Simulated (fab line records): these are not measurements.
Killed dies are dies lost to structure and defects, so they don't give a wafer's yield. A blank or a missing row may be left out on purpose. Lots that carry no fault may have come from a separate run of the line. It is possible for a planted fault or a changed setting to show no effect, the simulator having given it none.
Comparing a struck lot with a sound one / flow sky130 / 37 out of 708 route steps
Sound: the wafers L926.1, L926.4, L926.5. Wafers struck: L928.1, L928.5, L928.6. The cause is named last.
Each step with rows lists, per side, the tool, then ch with its chambers, then its first start. Under that, the readings that differ: sound wafers / struck wafers / difference of the means / sigmas: that difference in standard deviations of wafers without a fault.
alike: words and numbers the same on both sides, and readings whose means are apart by under 2 such deviations; not compared: readings that were withheld, readings missing a value for some wafer, numbers with overlapping values and no deviation given by the record, and bounds like >300 which may hide the same value.
The two part at a step that has a row with sigmas, a row that says differs or no value, or rows on one side only. Numbers that have no deviation but don't overlap get no sigmas and don't part them. A reading missing from all wafers of one side parts the sides only when that side holds two or more wafers.

first, 10 steps without rows for these wafers: SKY_LDD_LDN_SOFTBAKE_03 (time 60 s); SKY_LDD_LDN_EXPOSE_04 (exposes mask LDNTM, target cd 700 nm); SKY_LDD_LDN_PEB_05; SKY_LDD_LDN_DEVELOP_06 (develop time 60 s); SKY_LDD_LDN_IMPLANT_08; SKY_LDD_LDN_IMPLANT_09; SKY_LDD_LDN_IMPLANT_10; SKY_LDD_LDN_IMPLANT_11; SKY_LDD_LDN_STRIP_12 (strips in O2/N2); SKY_LDD_LDN_CLEAN_14 (cleans in SC1/SC2, time 150 s).
SKY_SPACER_CVD_00: deposits Si3N4 from DCS/NH3, target thk 43.1 nm, time 740 s.
  sound on lpcvd-02 ch 1, day 29 08:10; struck on lpcvd-02 ch 0, day 30 05:07
reading=spikeTcBottomC (C); sound=786.9 785.5 785.0; struck=779.4 777.1 777.5; difference=-7.8; sigmas=-3
reading=spikeTcCentreC (C); sound=773.1 770.9 771.8; struck=755.1 755.1 757.7; difference=-16.0; sigmas=-13
reading=spikeTcLowerC (C); sound=769.5 770.7 768.8; struck=758.0 756.4 758.4; difference=-12.1; sigmas=-9
reading=spikeTcTopC (C); sound=783.9 781.7 783.7; struck=772.7 770.9 772.5; difference=-11.1; sigmas=-9
reading=spikeTcUpperC (C); sound=768.3 768.5 769.2; struck=756.9 759.2 758.1; difference=-10.6; sigmas=-7
reading=susceptorTempC (C); sound=769.6 770.4 769.5; struck=756.1 756.1 756.2; difference=-13.7; sigmas=-37
reading=model.Si3N4_of_SPACER_CVD_00.thkNm (nm); sound=43.37 43.27 43.14; struck=32.38 32.72 32.71; difference=-10.66; sigmas=
  alike: zonePowerTopPct
SKY_SPACER_THK_MEAS_01:
  sound: filmMetro-02 at day 29 09:25; struck: filmMetro-03 at day 30 06:19
reading=SPACER_CVD_00_THK (nm); sound=43.3 43.3 43.1; struck=32.4 32.7 32.8; difference=-10.6; sigmas=-28
SKY_SPACER_ETCHBACK_02: etches Si3N4 in CH3F/O2, stops on SiO2, time 46.7 s, target depth 45 nm.
  sound on rieDiel-02 ch 0,2,3, day 29 09:29; struck on rieDiel-04 ch 0,1,3, day 30 06:23
reading=oesProductAu (a.u.); sound=0.858 0.852 0.853; struck=0.731 0.732 0.733; difference=-0.122; sigmas=-21
reading=throttleValvePct (%); sound=10.565 10.564 10.564; struck=10.551 10.554 10.527; difference=-0.020; sigmas=-2
reading=model.etch.depthNm (nm); sound=43.37 43.27 43.14; struck=32.38 32.72 32.71; difference=-10.66; sigmas=
  alike: drypumpMotorCurrentA
  not compared: rfHoursCounterH
then, 22 steps without rows for these wafers: SKY_POLY_CUT_DEHYDRATE_00 (time 60 s); SKY_POLY_CUT_HMDS_01 (prime time 60 s); SKY_POLY_CUT_COAT_02 (resist thk 60 nm); SKY_POLY_CUT_COAT_03 (resist thk 450 nm); SKY_POLY_CUT_SOFTBAKE_04 (time 90 s); SKY_POLY_CUT_EXPOSE_05 (exposes mask NPCM, target cd 270 nm); SKY_POLY_CUT_PEB_06; SKY_POLY_CUT_DEVELOP_07 (develop time 60 s); SKY_POLY_CUT_ETCH_10 (etches BARC in N2/H2, stops on SiO2, time 45.9 s, target depth 60 nm); SKY_POLY_CUT_ETCH_11 (etches Si3N4 in CF4/CH2F2/Ar, stops on poly-Si, time 42.5 s, target depth 60 nm); SKY_POLY_CUT_STRIP_12 (strips in O2/N2); SKY_SD_P_DEHYDRATE_00 (time 60 s); SKY_SD_P_HMDS_01 (prime time 60 s); SKY_SD_P_COAT_02 (resist thk 1140 nm); SKY_SD_P_SOFTBAKE_03 (time 60 s); SKY_SD_P_EXPOSE_04 (exposes mask PSDM, target cd 380 nm); SKY_SD_P_PEB_05; SKY_SD_P_DEVELOP_06 (develop time 60 s); SKY_SD_P_IMPLANT_09; SKY_SD_P_STRIP_10 (strips in O2/N2); SKY_RES_XHIGH_DEHYDRATE_00 (time 60 s); SKY_RES_XHIGH_HMDS_01 (prime time 60 s).
-- the record jumps here: 5 days lie between the struck wafers' starts before and after (it left off in module RES_XHIGH and takes up again in module SALICIDE, whose first step shown is number 361 of the route) --
SKY_SALICIDE_CLEAN_00: cleans in HF-last, time 30 s.
  sound on wetBench-03 ch 1, day 34 01:23; struck on wetBench-03 ch 2, day 34 20:26
reading=model.Si3N4_of_SPACER_CVD_00.thkNm (nm); sound=42.4 42.3 42.16; struck=31.4 31.75 31.73; difference=-10.7; sigmas=
-- the record jumps here: 16 days lie between the struck wafers' starts before and after (it left off in module SALICIDE and takes up again in module PAD_OPEN, whose first step shown is number 708 of the route) --
SKY_PAD_OPEN_PROBE_99:
  sound: prober-01 at day 50 00:38; struck: prober-02 at day 50 14:23
reading=model.etest.pfet_01v8.rOnOhmUm; sound=2870 2920 2965; struck=2463 2525 2520; difference=-416; sigmas=
reading=model.etest.pfetG5v0d10v5.rOnOhmUm; sound=4699 4690 4674; struck=4468 4634 4523; difference=-146; sigmas=
reading=model.etest.nfetG5v0d10v5.rOnOhmUm; sound=1863 1849 1866; struck=1764 1782 1775; difference=-86; sigmas=
reading=model.etest.sonosUncharged.rOnOhmUm; sound=793.2 801.4 796.9; struck=751.7 759.7 758.1; difference=-40.7; sigmas=
reading=model.etest.pfet_01v8.driveUaUm; sound=193.7 189.6 189; struck=231.3 227.3 226.2; difference=+37.5; sigmas=
reading=model.etest.pfet_01v8_hvt.driveUaUm; sound=146.6 143.2 139.3; struck=174.3 172.2 170.7; difference=+29.4; sigmas=
  alike: killed_at_M0_to_M3, killed_at_M4_up, killedAtContacts, killedAtFrontEnd, killedAtOther, killedDies, killedOpen, killedShort
  not compared: model.etest.resPdiff.lineOhmUm, model.etest.nfet_01v8_lvt.driveUaUm

## WHERE THEY PART
At SKY_SPACER_CVD_00 first; at SKY_SPACER_ETCHBACK_02 last (within this record only). Later steps at which nothing parts them and some readings are alike: SKY_PAD_OPEN_PROBE_99.

WHY: what had been put in by the simulator
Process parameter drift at SKY_SPACER_CVD_00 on lpcvd-02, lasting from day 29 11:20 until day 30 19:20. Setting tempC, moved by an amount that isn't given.
